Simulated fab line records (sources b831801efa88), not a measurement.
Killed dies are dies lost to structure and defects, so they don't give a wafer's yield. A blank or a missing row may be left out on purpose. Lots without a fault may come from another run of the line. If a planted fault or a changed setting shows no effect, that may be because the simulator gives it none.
A lot that was struck, set against a sound lot || flow sky130 || 14 steps out of a route of 708
Sound: these wafers, L482.1, L482.3, L482.5. Struck: wafer L496.3; the same lot's L496.6 was not struck, so it is left out; see the end for the cause.
Each step with rows lists, per side, the tool, then ch with its chambers, then its first start. Under that, the readings that differ: sound wafers || struck wafers || difference of the means || sigmas: that difference in standard deviations of wafers without a fault.
alike: readings whose means differ by less than 2 such deviations, and words and numbers that are the same on both sides. not compared: withheld readings, readings that some wafer has no value for, bounds like >300 that may hide the same value, and numbers for which the record gives no deviation and whose values overlap.
The two part at a step that has a row with sigmas, a row that says differs or no value, or rows on one side only. Non-overlapping numbers with no deviation appear without sigmas and do not part them. A reading that every wafer of one side lacks parts them only if that side has two wafers or more.

SKY_VIA1_STRIP_16: strips in O2/N2.
  sound on plasma asher-01 ch 0,1, day 36 08:04; struck on plasma asher-01 ch 0, day 41 00:44
{"reading": "drypump motor current A (A)", "sound": "4.6 5.9 4.6", "struck": 5.9, "difference": "+0.9", "sigmas": "+3"}
{"reading": "strip time to endpoint s (s)", "sound": "4.403 4.439 4.430", "struck": 4.479, "difference": "+0.055", "sigmas": "+2"}
  alike: oes product au
  not compared: rf hours counter h
then, 5 steps without rows for these wafers: SKY_VIA1_STRIP_17 (strips in post etch residue remover, time 1200 s); SKY_VIA1_CLEAN_18 (cleans in IPA, time 180 s); SKY_VIA1_CLEAN_19 (cleans in O3/DIW); SKY_VIA1_SPUTTER_20 (material TiN, target thk 20 nm, time 80 s); SKY_VIA1_CVD_21 (deposits W, target thk 270 nm, time 80.902 s).
SKY_VIA1_RS_MEAS_22: uses a four-point probe to measure.
  sound on film metro-04, day 36 08:50; struck on film metro-02, day 41 01:30
  alike: VIA1_W_RS
SKY_VIA1_THK_MEAS_23: measures by xrf.
  sound on film metro-04, day 36 08:58; struck on film metro-02, day 41 01:36
  alike: VIA1_W_THK
SKY_VIA1_CMP_24: polishes, stops on SiO2, t overpolish 15 s, target thk 0 nm.
  sound on cmp-02 ch 0,2,3, day 36 09:07; struck on cmp-01 ch 1, day 41 01:41
  alike: motor current A, overpolish run s, time to endpoint s
SKY_METAL2_SPUTTER_00: material Ti, target thk 15 nm, time 10 s.
  sound on pvd sputter-04, day 36 09:19; struck on pvd sputter-04, day 41 01:56
  alike: throttle valve pct
then, 1 step without rows for these wafers: SKY_METAL2_SPUTTER_01 (material TiN, target thk 20 nm, time 16.7 s).
SKY_METAL2_SPUTTER_02: material AlCu, target thk 250 nm, time 13.3 s.
  sound on pvd sputter-04, day 36 09:22; struck on pvd sputter-04, day 41 01:59
  alike: throttle valve pct
SKY_METAL2_SPUTTER_03: material Ti, target thk 5 nm, time 3.3 s.
  sound on pvd sputter-04, day 36 09:24; struck on pvd sputter-04, day 41 02:01
{"reading": "model.Ti_of_METAL2_SPUTTER_03.thk nm (nm)", "sound": "4.912 4.762 4.89", "struck": 2.921, "difference": -1.934, "sigmas": ""}
  alike: throttle valve pct
SKY_METAL2_SPUTTER_04: material TiN, target thk 70 nm, time 58.3 s.
  sound on pvd sputter-04, day 36 09:25; struck on pvd sputter-04, day 41 02:02
  alike: throttle valve pct

WHERE THEY PART
Within this record, at SKY_VIA1_STRIP_16 only. Later steps at which nothing parts them and some readings are alike: SKY_VIA1_RS_MEAS_22, SKY_VIA1_THK_MEAS_23, SKY_VIA1_CMP_24, SKY_METAL2_SPUTTER_00, SKY_METAL2_SPUTTER_02, SKY_METAL2_SPUTTER_03, SKY_METAL2_SPUTTER_04.

WHY: the cause the simulator had injected
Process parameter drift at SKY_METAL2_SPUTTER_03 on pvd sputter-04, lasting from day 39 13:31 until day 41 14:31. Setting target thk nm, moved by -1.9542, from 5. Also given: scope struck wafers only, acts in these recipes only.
